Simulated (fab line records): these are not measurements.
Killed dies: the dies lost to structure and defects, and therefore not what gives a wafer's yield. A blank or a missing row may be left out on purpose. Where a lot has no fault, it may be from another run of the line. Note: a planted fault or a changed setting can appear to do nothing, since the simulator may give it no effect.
fab line records + flow gf180mcu
[record]
- lots = 7
- wafers = 19
- last-day = 34
route steps=602 shown V4@490 MIM@503
lots that met no fault: from a run of the same line without faults
start-h: hours from the record's first day to the start of the lot's first wafer shown + wait-h: hours elapsed since this lot's preceding step + " identical to the entry in the row above + L1.1+2: a row that stands for several wafers + - value missing, or start not given + * or withheld: withheld + < > ~ a bound
route shown NAME@n: a module of which the file shows steps, and the number in the route of the first + usual: the fault-free wafers' mean and standard deviation + same: alike in all rows + chamber/n: place in a boat + sites: per-site readings + _std_site: how widely they spread, as a standard deviation + _edge_site: inner sites' mean taken away from outer sites' mean + radius-mm: for every site, how far away it sits from the centre of the wafer + mask NAME#n: copy n + behind: the last tool/chamber to shape the wafer + hold: cause of the lot's hold/its duration in hours/its outcome + device: the transistor (n, p or np) that didn't switch + end of line: at the end of the route, the tests of the same wafers + a step without rows: its recipe alone + killed: dies that structure and defects cost at the first sort, which is not the same as the wafer's yield + map: a wafer's dies, marking killed ones x, the rest . and places with no die _
set.NAME: the setting the step ran with; set.NAME@STEP: the setting that earlier step ran with + model.NAME: the simulator's own value behind a step, which no gauge read
a table for each step, a row for each wafer; lots at some steps of the route
services: a tool's chamber out of use, with start hour (start-h, from the record's first day; less than 0 if before it), hours out, and reason
[[steps]]
[step GF_V4_CD_MEAS_14]
[recipe]
- target-cd-nm = 260
[usual]
- cd-nm = 260.0/1.4
| lot.wafer | tool      | chamber | start-h | wait-h | cd-nm |
|-----------|-----------|---------|---------|--------|-------|
| L686.2    | cd-sem-01 | -       | 594.46  | 0.1    | 261.6 |
| L686.3    | "         | -       | "       | "      | 261.7 |
| L686.4    | "         | -       | "       | "      | 260.5 |
| L687.1    | cd-sem-02 | -       | 603.46  | 0.1    | 260.8 |
| L687.3    | "         | -       | "       | "      | 260.5 |
| L687.6    | "         | -       | "       | "      | 260.7 |
| L698.4    | cd-sem-01 | -       | 679.77  | 0.1    | 259.3 |
| L698.5    | "         | -       | "       | "      | 260.3 |
| L699.3    | cd-sem-01 | -       | 699.50  | 0.1    | 258.9 |
| L699.6    | "         | -       | "       | "      | 257.7 |
| L700.2    | cd-sem-02 | -       | 707.88  | 0.1    | 260.4 |
| L700.4    | "         | -       | "       | "      | 260.6 |
| L700.5    | "         | -       | "       | "      | 260.4 |
| L704.2    | cd-sem-02 | -       | 725.02  | 0.2    | 262.5 |
| L704.3    | "         | -       | "       | "      | 263.5 |
| L704.4    | "         | -       | "       | "      | 263.9 |
| L705.2    | cd-sem-02 | -       | 728.80  | 0.1    | 260.8 |
| L705.5    | "         | -       | "       | "      | 259.9 |
| L705.6    | "         | -       | "       | "      | 261.9 |
[step GF_V4_OVL_MEAS_15]
[usual]
- V4_OVL = 2/4.7
| lot.wafer | tool       | chamber | start-h | wait-h | V4_OVL[nm] |
|-----------|------------|---------|---------|--------|------------|
| L686.2    | overlay-02 | -       | 594.56  | 0.1    | 4          |
| L686.3    | "          | -       | "       | "      | 11         |
| L686.4    | "          | -       | "       | "      | 1          |
| L687.1    | overlay-02 | -       | 603.58  | 0.1    | -2         |
| L687.3    | "          | -       | "       | "      | -2         |
| L687.6    | "          | -       | "       | "      | -2         |
| L698.4    | overlay-02 | -       | 679.84  | 0.1    | 0          |
| L698.5    | "          | -       | "       | "      | 4          |
| L699.3    | overlay-02 | -       | 699.59  | 0.1    | -3         |
| L699.6    | "          | -       | "       | "      | -5         |
| L700.2    | overlay-02 | -       | 707.98  | 0.1    | -4         |
| L700.4    | "          | -       | "       | "      | -2         |
| L700.5    | "          | -       | "       | "      | 2          |
| L704.2    | overlay-01 | -       | 725.13  | 0.1    | 7          |
| L704.3    | "          | -       | "       | "      | 3          |
| L704.4    | "          | -       | "       | "      | 5          |
| L705.2    | overlay-01 | -       | 728.91  | 0.1    | 2          |
| L705.5    | "          | -       | "       | "      | -7         |
| L705.6    | "          | -       | "       | "      | 3          |
[step GF_V4_ETCH_16]
[recipe]
- chemistry = N2/H2
- target-depth-a = withheld
- overetch-a = withheld
- time-s = withheld
- target = BARC
- ion-energy-ev = 200
- source-w = 500
- bias-w = 100
- pressure-mtorr = 30
- n2-flow-sccm = 100
- h2-flow-sccm = 200
[usual]
- drypump-motor-current-A = 6.0/0.43
- oes-product-au = 0.854/0.0047
- throttle-valve-pct = 13.225/0.0088
| lot.wafer | tool        | chamber | start-h | wait-h | drypump-motor-current-A | oes-product-au | throttle-valve-pct |
|-----------|-------------|---------|---------|--------|-------------------------|----------------|--------------------|
| L686.2    | rie-diel-03 | 3       | 594.59  | 0.0    | 5.4                     | 0.863          | 13.227             |
| L686.3    | "           | 2       | "       | "      | 6.0                     | 0.856          | 13.219             |
| L686.4    | "           | 3       | "       | "      | 5.4                     | 0.855          | 13.204             |
| L687.1    | rie-diel-04 | 3       | 603.61  | 0.0    | 6.2                     | 0.846          | 13.233             |
| L687.3    | "           | 0       | "       | "      | 6.4                     | 0.851          | 13.225             |
| L687.6    | "           | 2       | "       | "      | 6.5                     | 0.857          | 13.226             |
| L698.4    | rie-diel-01 | 3       | 679.86  | 0.0    | 5.7                     | 0.864          | 13.206             |
| L698.5    | "           | 3       | "       | "      | 5.7                     | 0.855          | 13.237             |
| L699.3    | rie-diel-04 | 2       | 699.61  | 0.0    | 6.4                     | 0.855          | 13.222             |
| L699.6    | "           | 0       | "       | "      | 6.4                     | 0.850          | 13.232             |
| L700.2    | rie-diel-03 | 2       | 708.01  | 0.0    | 6.0                     | 0.850          | 13.229             |
| L700.4    | "           | 1       | "       | "      | 6.0                     | 0.855          | 13.212             |
| L700.5    | "           | 2       | "       | "      | 6.0                     | 0.854          | 13.230             |
| L704.2    | rie-diel-04 | 2       | 725.16  | 0.0    | 6.5                     | 0.856          | 13.221             |
| L704.3    | "           | 0       | "       | "      | 6.5                     | 0.850          | 13.222             |
| L704.4    | "           | 1       | "       | "      | 6.5                     | 0.852          | 13.237             |
| L705.2    | rie-diel-04 | 2       | 728.94  | 0.0    | 6.4                     | 0.866          | 13.226             |
| L705.5    | "           | 2       | "       | "      | 6.5                     | 0.856          | 13.231             |
| L705.6    | "           | 1       | "       | "      | 6.5                     | 0.867          | 13.207             |
[step GF_V4_ETCH_17]
[recipe]
- chemistry = C4F8/O2/Ar
- mask-material = KrF
- target = SiO2
- stop-on = TiN
- source-w = 1500
- bias-w = 1200
- pressure-mtorr = 40
- c4f8-flow-sccm = withheld
- O2_flow_sccm = 6
- Ar_flow_sccm = 300
- time-s = withheld
- target-depth-a = 6300
[usual]
- oes-product-au = 0.856/0.0046
| lot.wafer | tool        | chamber | start-h | wait-h | oes-product-au |
|-----------|-------------|---------|---------|--------|----------------|
| L686.2    | rie-diel-03 | 3       | -       | -      | 0.858          |
| L686.3    | "           | 2       | "       | "      | 0.858          |
| L686.4    | "           | 3       | "       | "      | 0.863          |
| L687.1    | rie-diel-04 | 3       | -       | -      | 0.859          |
| L687.3    | "           | 0       | "       | "      | 0.859          |
| L687.6    | "           | 2       | "       | "      | 0.858          |
| L698.4    | rie-diel-01 | 3       | -       | -      | 0.847          |
| L698.5    | "           | 3       | "       | "      | 0.853          |
| L699.3    | rie-diel-04 | 2       | -       | -      | 0.853          |
| L699.6    | "           | 0       | "       | "      | 0.857          |
| L700.2    | rie-diel-03 | 2       | -       | -      | 0.849          |
| L700.4    | "           | 1       | "       | "      | 0.865          |
| L700.5    | "           | 2       | "       | "      | 0.854          |
| L704.2    | rie-diel-04 | 2       | -       | -      | 0.863          |
| L704.3    | "           | 0       | "       | "      | 0.855          |
| L704.4    | "           | 1       | "       | "      | 0.858          |
| L705.2    | rie-diel-04 | 2       | -       | -      | 0.860          |
| L705.5    | "           | 2       | "       | "      | 0.851          |
| L705.6    | "           | 1       | "       | "      | 0.854          |
[step GF_V4_STRIP_18]
[recipe]
- chemistry = O2/N2
- power-w = 1400
- pressure-mtorr = 1500
- platen-temp-c = 250
- o2-flow-sccm = 3000
- n2-flow-sccm = 300
- overash-fraction = 0.5
[step GF_V4_STRIP_19]
[recipe]
- chemistry = post-etch-residue-remover
- time-s = 1200
- temp-c = 72.5
[step GF_V4_CLEAN_20]
[recipe]
- chemistry = DIW
- dry = n2-spin
[step GF_V4_SPUTTER_21]
[recipe]
- material = Ti
- target-thk-nm = 15
- chamber-pressure-pa = 5
- power-w = 2500
- substrate-temp-c = 200
- time-s = 80.02
[usual]
- cathode-dc-power-W = 2500.0/0.48
- throttle-valve-pct = 29.8/1.1
| lot.wafer | tool           | chamber | start-h | wait-h | cathode-dc-power-W | throttle-valve-pct |
|-----------|----------------|---------|---------|--------|--------------------|--------------------|
| L686.2    | pvd-sputter-01 | -       | 595.25  | 0.0    | 2500.3             | 28.5               |
| L686.3    | "              | -       | "       | "      | 2500.3             | 28.4               |
| L686.4    | "              | -       | "       | "      | 2500.4             | 27.6               |
| L687.1    | pvd-sputter-02 | -       | 604.28  | 0.0    | 2500.3             | 29.8               |
| L687.3    | "              | -       | "       | "      | 2500.2             | 29.6               |
| L687.6    | "              | -       | "       | "      | 2499.6             | 31.4               |
| L698.4    | pvd-sputter-02 | -       | 680.53  | 0.0    | 2499.4             | 31.6               |
| L698.5    | "              | -       | "       | "      | 2499.1             | 30.6               |
| L699.3    | pvd-sputter-04 | -       | 700.28  | 0.0    | 2499.8             | 31.0               |
| L699.6    | "              | -       | "       | "      | 2499.4             | 30.6               |
| L700.2    | pvd-sputter-02 | -       | 708.71  | 0.0    | 2499.6             | 29.7               |
| L700.4    | "              | -       | "       | "      | 2499.9             | 29.6               |
| L700.5    | "              | -       | "       | "      | 2499.7             | 29.6               |
| L704.2    | pvd-sputter-04 | -       | 725.82  | 0.0    | 2500.3             | 30.1               |
| L704.3    | "              | -       | "       | "      | 2499.9             | 30.7               |
| L704.4    | "              | -       | "       | "      | 2500.3             | 30.7               |
| L705.2    | pvd-sputter-01 | -       | 729.60  | 0.0    | 2500.4             | 28.6               |
| L705.5    | "              | -       | "       | "      | 2500.2             | 28.9               |
| L705.6    | "              | -       | "       | "      | 2499.6             | 27.5               |
[step GF_V4_SPUTTER_22]
[recipe]
- material = TiN
- target-thk-nm = 10
- chamber-pressure-pa = 5
- power-w = 4000
- time-s = 40
[usual]
- cathode-dc-power-W = 3999.9/0.71
- throttle-valve-pct = 29.8/1
| lot.wafer | tool           | chamber | start-h | wait-h | cathode-dc-power-W | throttle-valve-pct |
|-----------|----------------|---------|---------|--------|--------------------|--------------------|
| L686.2    | pvd-sputter-01 | -       | 595.32  | 0.0    | 4000.5             | 28.5               |
| L686.3    | "              | -       | "       | "      | 3999.9             | 28.7               |
| L686.4    | "              | -       | "       | "      | 4000.4             | 27.9               |
| L687.1    | pvd-sputter-02 | -       | 604.40  | 0.1    | 4000.0             | 29.4               |
| L687.3    | "              | -       | "       | "      | 4000.2             | 29.7               |
| L687.6    | "              | -       | "       | "      | 3999.9             | 31.4               |
| L698.4    | pvd-sputter-02 | -       | 680.60  | 0.0    | 4000.8             | 31.5               |
| L698.5    | "              | -       | "       | "      | 3998.8             | 30.6               |
| L699.3    | pvd-sputter-04 | -       | 700.34  | 0.0    | 3999.8             | 31.1               |
| L699.6    | "              | -       | "       | "      | 4000.9             | 30.9               |
| L700.2    | pvd-sputter-02 | -       | 708.77  | 0.0    | 3998.7             | 29.8               |
| L700.4    | "              | -       | "       | "      | 4000.4             | 29.6               |
| L700.5    | "              | -       | "       | "      | 4001.4             | 30.0               |
| L704.2    | pvd-sputter-04 | -       | 725.88  | 0.0    | 3999.7             | 30.1               |
| L704.3    | "              | -       | "       | "      | 3999.0             | 30.9               |
| L704.4    | "              | -       | "       | "      | 3999.8             | 30.6               |
| L705.2    | pvd-sputter-01 | -       | 729.66  | 0.0    | 3999.2             | 28.5               |
| L705.5    | "              | -       | "       | "      | 3999.4             | 28.8               |
| L705.6    | "              | -       | "       | "      | 3999.2             | 27.8               |
[step GF_V4_CVD_23]
[recipe]
- material = W
- target-thk-nm = 350
- time-s = 104.9
- temp-c = 400
- pressure-torr = 40
[step GF_V4_RS_MEAS_24]
[recipe]
- thk-meas-gauge = four-point-probe
- reads = W_of_V4_CVD_23+TiN_of_V4_SPUTTER_22+Ti_of_V4_SPUTTER_21
[usual]
- V4_W_RS = 0.324/0.0056
| lot.wafer | tool          | chamber | start-h | wait-h | V4_W_RS[ohm/sq] |
|-----------|---------------|---------|---------|--------|-----------------|
| L686.2    | film-metro-04 | -       | 595.49  | 0.1    | 0.322           |
| L686.3    | "             | -       | "       | "      | 0.333           |
| L686.4    | "             | -       | "       | "      | 0.324           |
| L687.1    | film-metro-04 | -       | 604.55  | 0.1    | 0.332           |
| L687.3    | "             | -       | "       | "      | 0.329           |
| L687.6    | "             | -       | "       | "      | 0.327           |
| L698.4    | film-metro-04 | -       | 680.82  | 0.1    | 0.313           |
| L698.5    | "             | -       | "       | "      | 0.317           |
| L699.3    | film-metro-02 | -       | 700.54  | 0.1    | 0.328           |
| L699.6    | "             | -       | "       | "      | 0.325           |
| L700.2    | film-metro-02 | -       | 708.95  | 0.1    | 0.328           |
| L700.4    | "             | -       | "       | "      | 0.333           |
| L700.5    | "             | -       | "       | "      | 0.326           |
| L704.2    | film-metro-02 | -       | 726.06  | 0.1    | 0.324           |
| L704.3    | "             | -       | "       | "      | 0.326           |
| L704.4    | "             | -       | "       | "      | 0.330           |
| L705.2    | film-metro-04 | -       | 729.84  | 0.1    | 0.320           |
| L705.5    | "             | -       | "       | "      | 0.325           |
| L705.6    | "             | -       | "       | "      | 0.321           |
[step GF_V4_THK_MEAS_25]
[recipe]
- thk-meas-gauge = xrf
- reads = W_of_V4_CVD_23
[usual]
- V4_W_THK = 345/6.6
| lot.wafer | tool          | chamber | start-h | wait-h | V4_W_THK[nm] |
|-----------|---------------|---------|---------|--------|--------------|
| L686.2    | film-metro-04 | -       | 595.60  | 0.1    | 349          |
| L686.3    | "             | -       | "       | "      | 338          |
| L686.4    | "             | -       | "       | "      | 346          |
| L687.1    | film-metro-04 | -       | 604.67  | 0.1    | 338          |
| L687.3    | "             | -       | "       | "      | 342          |
| L687.6    | "             | -       | "       | "      | 342          |
| L698.4    | film-metro-04 | -       | 680.91  | 0.1    | 358          |
| L698.5    | "             | -       | "       | "      | 355          |
| L699.3    | film-metro-02 | -       | 700.64  | 0.1    | 339          |
| L699.6    | "             | -       | "       | "      | 345          |
| L700.2    | film-metro-02 | -       | 709.06  | 0.1    | 343          |
| L700.4    | "             | -       | "       | "      | 334          |
| L700.5    | "             | -       | "       | "      | 341          |
| L704.2    | film-metro-02 | -       | 726.17  | 0.1    | 346          |
| L704.3    | "             | -       | "       | "      | 344          |
| L704.4    | "             | -       | "       | "      | 339          |
| L705.2    | film-metro-04 | -       | 729.95  | 0.1    | 349          |
| L705.5    | "             | -       | "       | "      | 345          |
| L705.6    | "             | -       | "       | "      | 346          |
[step GF_V4_CMP_26]
[recipe]
- stop-on = SiO2
- down-force-psi = 3.5
- platen-rpm = 60
- t-overpolish-s = 15
- target-thk-nm = 0
- pad-velocity-m-s = 0.94248
[usual]
- motor-current-A = 11.3/0.79
- overpolish-run-s = 15.000/0.0083
- time-to-endpoint-s = 86/3.4
| lot.wafer | tool   | chamber | start-h | wait-h | motor-current-A | overpolish-run-s | time-to-endpoint-s |
|-----------|--------|---------|---------|--------|-----------------|------------------|--------------------|
| L686.4    | cmp-01 | 1       | 595.65  | 0.0    | 9.9             | 15.009           | 79                 |
| L686.2    | "      | 2       | "       | "      | 12.0            | 15.000           | 85                 |
| L686.3    | "      | 0       | "       | "      | 11.1            | 15.013           | 79                 |
| L687.1    | cmp-02 | 1       | 604.78  | 0.1    | 11.8            | 15.007           | 80                 |
| L687.3    | "      | 2       | "       | "      | 10.8            | 14.990           | 81                 |
| L687.6    | "      | 1       | "       | "      | 11.4            | 15.009           | 81                 |
| L698.4    | cmp-01 | 2       | 680.99  | 0.1    | 12.2            | 15.012           | 89                 |
| L698.5    | "      | 2       | "       | "      | 12.0            | 0.043            | 133                |
| L699.3    | cmp-01 | 1       | 700.68  | 0.0    | 10.0            | 0.038            | 129                |
| L699.6    | "      | 2       | "       | "      | 12.0            | 14.995           | 87                 |
| L700.4    | cmp-01 | 0       | 709.21  | 0.1    | 11.4            | 15.000           | 90                 |
| L700.2    | "      | 1       | "       | "      | 10.3            | 15.007           | 87                 |
| L700.5    | "      | 2       | "       | "      | 11.7            | 0.036            | 129                |
| L704.4    | cmp-02 | 0       | 726.27  | 0.1    | 11.7            | 14.993           | 86                 |
| L704.2    | "      | 1       | "       | "      | 11.5            | 15.008           | 86                 |
| L704.3    | "      | 2       | "       | "      | 11.1            | 15.004           | 84                 |
| L705.2    | cmp-02 | 0       | 730.00  | 0.0    | 11.6            | 15.005           | 89                 |
| L705.5    | "      | 0       | "       | "      | 11.7            | 15.002           | 85                 |
| L705.6    | "      | 1       | "       | "      | 11.9            | 15.008           | 86                 |
[step GF_MIM_SPUTTER_00]
[recipe]
- material = Ti
- target-thk-nm = 37.5
- arriving-ion-energy-ev = 80
- substrate-temp-c = 200
- chamber-pressure-pa = 2
- power-w = 4000
- time-s = 150
[usual]
- cathode-dc-power-W = 4000.0/0.68
- throttle-valve-pct = 29.6/1.2
| lot.wafer | tool           | chamber | start-h | wait-h | cathode-dc-power-W | throttle-valve-pct |
|-----------|----------------|---------|---------|--------|--------------------|--------------------|
| L686.2    | pvd-sputter-03 | -       | 595.95  | 0.2    | 3997.8             | 30.5               |
| L686.3    | "              | -       | "       | "      | 3999.9             | 31.3               |
| L686.4    | "              | -       | "       | "      | 3999.7             | 29.3               |
| L687.1    | pvd-sputter-01 | -       | 605.03  | 0.2    | 4000.2             | 27.7               |
| L687.3    | "              | -       | "       | "      | 4000.0             | 30.6               |
| L687.6    | "              | -       | "       | "      | 3999.8             | 28.7               |
| L698.4    | pvd-sputter-03 | -       | 681.24  | 0.2    | 3999.6             | 31.5               |
| L699.6    | pvd-sputter-03 | -       | 701.03  | 0.1    | 4000.5             | 30.0               |
| L700.2    | pvd-sputter-03 | -       | 709.41  | 0.1    | 3999.2             | 28.3               |
| L700.4    | "              | -       | "       | "      | 3999.4             | 30.2               |
| L704.2    | pvd-sputter-01 | -       | 726.52  | 0.1    | 3998.7             | 28.7               |
| L704.3    | "              | -       | "       | "      | 3999.9             | 27.9               |
| L704.4    | "              | -       | "       | "      | 4000.5             | 28.9               |
| L705.2    | pvd-sputter-03 | -       | 730.30  | 0.2    | 4000.5             | 28.0               |
| L705.5    | "              | -       | "       | "      | 4000.9             | 31.5               |
| L705.6    | "              | -       | "       | "      | 4000.1             | 29.6               |
[[services]]
| tool           | chamber | start-h | hours | kind                           |
|----------------|---------|---------|-------|--------------------------------|
| cmp-01         | -       | 572.00  | 4.0   | pm                             |
| cmp-01         | -       | 576.00  | -     | consumable-replace:conditioner |
| rie-diel-04    | 3       | 577.34  | 3.4   | repair                         |
| rie-diel-03    | 0       | 580.61  | -     | clean                          |
| rie-diel-03    | 0       | 580.61  | 29.9  | scheduled-down                 |
| rie-diel-03    | 0       | 580.61  | 29.9  | vent-cycle                     |
| cmp-02         | -       | 581.44  | 0.4   | repair                         |
| cmp-01         | -       | 584.83  | 5.0   | pm                             |
| pvd-sputter-02 | -       | 584.92  | 3.3   | repair                         |
| cmp-01         | -       | 591.09  | 1.4   | repair                         |
| cmp-01         | -       | 591.72  | 1.3   | repair                         |
| rie-diel-01    | 2       | 596.18  | 3.5   | repair                         |
| rie-diel-01    | -       | 620.79  | 0.3   | repair                         |
| pvd-sputter-01 | -       | 638.24  | 4.0   | repair                         |
| rie-diel-03    | 0       | 648.54  | 4.7   | repair                         |
| pvd-sputter-01 | -       | 654.93  | 2.8   | repair                         |
| cmp-02         | -       | 667.54  | 19.2  | pm                             |
| cmp-01         | -       | 681.93  | 2.2   | repair                         |
| pvd-sputter-04 | -       | 704.40  | 7.2   | repair                         |
| rie-diel-04    | 3       | 708.01  | 14.0  | repair                         |
| pvd-sputter-01 | -       | 712.39  | 2.3   | repair                         |
| rie-diel-01    | 2       | 715.44  | 6.8   | repair                         |
| cmp-02         | -       | 716.62  | 7.7   | pm                             |
| pvd-sputter-02 | -       | 723.02  | 10.0  | repair                         |
[[key]]
[first-sign]
- step = GF_V4_CMP_26
- reading = overpolish-run-s
- direction = down
- sigmas = 99+
- usual = 15.000
- struck = 0.039
[effect]
- step = GF_V4_CMP_26
- reading = time-to-endpoint-s
- direction = up
- sigmas = 13
- usual = *
- struck = *
met-at GF_V4_CMP_26
struck-wafers L698.5,L699.3,L700.5
later-rows-left-out L698.5,L699.3,L700.5
sort-left-out L698.5,L699.3,L700.5
onset-between 595.65 680.99
[fault]
- kind = process-parameter-drift
- tool = cmp-01
- chamber = -
- onset-h = 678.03
- steps = GF_V4_CMP_26
- channel = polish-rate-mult
- offset = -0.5
- shape = step
- end-h = 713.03
- scope = struck-wafers-only
// sort-left-out: the simulated sort isn't trusted on such a fault, so these wafers' sort isn't shown, and their yield isn't known
// later-rows-left-out: the simulator's readings of these wafers behind a module that went badly wrong aren't trusted and aren't shown, but for the sort
